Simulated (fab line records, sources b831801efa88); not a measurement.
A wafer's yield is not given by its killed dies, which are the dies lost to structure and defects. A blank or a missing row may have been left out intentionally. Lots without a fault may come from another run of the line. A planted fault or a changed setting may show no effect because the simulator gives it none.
What tool caused it? ; flow sky130 ; 12 lots, 36 wafers sampled, at 3 steps of a route of 708

WHAT EACH GAUGE READ, for each wafer
SKY_VT_ADJUST_HVTP_CD_MEAS_07: target cd 380 nm.
lot;measured;on;cd-nm (nm)
L210;day 6 03:38;cd-sem-01;379.8 380.5 375.1
L211;day 6 07:49;cd-sem-01;375.1 377.6 376.9
L213;day 6 23:58;cd-sem-01;381.3 385.5 382.4
L214;day 7 04:26;cd-sem-01;382.7 381.8 381.5
L223;day 9 11:02;cd-sem-01;374.8 372.8 373.9
L227;day 10 12:08;cd-sem-01;379.7 380.8 379.0
L228;day 10 15:36;cd-sem-01;378.4 381.8 379.3
L229;day 10 23:20;cd-sem-02;382.4 384.5 383.1
L230;day 11 06:38;cd-sem-01;379.2 379.4 380.7
L231;day 11 12:32;cd-sem-02;383.7 383.1 381.8
L232;day 12 00:19;cd-sem-01;379.4 380.7 377.2
L233;day 12 03:44;cd-sem-02;379.2 378.2 380.4

SKY_VT_ADJUST_HVTP_TW_MEAS_11.
lot;measured;on;VT_ADJUST_HVTP_TW
L210;day 6 04:03;film-metro-02;1361 1362 1367
L211;day 6 08:13;film-metro-03;1350 1360 1362
L213;day 7 00:22;film-metro-01;1358 1359 1359
L214;day 7 04:49;film-metro-03;1359 1367 1371
L223;day 9 11:29;film-metro-01;1359 1353 1363
L227;day 10 12:33;film-metro-02;1347 1357 1348
L228;day 10 15:58;film-metro-02;1349 1344 1346
L229;day 10 23:44;film-metro-02;1351 1347 1348
L230;day 11 07:02;film-metro-02;1371 1364 1362
L231;day 11 12:55;film-metro-01;1360 1354 1356
L232;day 12 00:43;film-metro-03;1354 1352 1349
L233;day 12 04:08;film-metro-01;1367 1356 1357

SKY_LDD_LDN_OVL_MEAS_07.
lot;measured;on;LDD_LDN_OVL (nm)
L210;day 23 00:17;overlay-01;0.7 3.4 1.8
L211;day 23 11:20;overlay-01;-2.4 -3.3 -4.7
L213;day 24 03:53;overlay-01;-0.3 0.3 0.8
L214;day 24 07:06;overlay-02;1.7 0.1 2.7
L223;day 27 09:27;overlay-01;-2.2 -3.3 1.0
L227;day 28 19:23;overlay-02;-0.6 -0.4 0.3
L228;day 28 22:39;overlay-01;2.0 0.0 0.2
L229;day 29 11:38;overlay-01;0.0 -0.1 0.2
L230;day 29 17:44;overlay-01;-1.2 -0.6 -0.9
L231;day 30 02:08;overlay-01;-1.1 -1.4 0.4
L232;day 30 18:23;overlay-01;-0.1 -0.3 1.3
L233;day 30 21:32;overlay-02;0.8 0.3 1.2

TOOL THAT RAN EACH LOT (tool first, then ch and the chambers of the sampled wafers, then the start)
The record holds no process step before these readings.

AS READ BY THE TOOLS THEMSELVES (means over the sampled wafers that have a number; for cases with no such wafer, the mark the record gives instead)
The record holds no such reading with a usual standard deviation.

THE ANSWER, worked out from the rows above alone
Rule: the usual values come from the lots themselves. The widest of any qualifying gaps counts: lots, ordered by their means at a reading, are off when they make up no more than a third of the lots, leave a main group of 4 or more, and stand apart from it by 3 or more times the standard deviation of that group's means. A main group is skipped when, at the precision printed for the reading in the tables above, its means are all equal. A lot without any number at a reading at which 4 lots or more have one is off too. All remaining lots with rows at the step are treated as sound. After the gauges, taken in route order, come the tools' own readings; for these a lot's mean is taken, as printed above. The first step at which some lot is off is used, and at that step the reading that is off furthest; a lot without a number counts as furthest.
Across all readings shown, no lot is off: no conclusion can be drawn from this.

WHAT THE SIMULATOR PUT IN
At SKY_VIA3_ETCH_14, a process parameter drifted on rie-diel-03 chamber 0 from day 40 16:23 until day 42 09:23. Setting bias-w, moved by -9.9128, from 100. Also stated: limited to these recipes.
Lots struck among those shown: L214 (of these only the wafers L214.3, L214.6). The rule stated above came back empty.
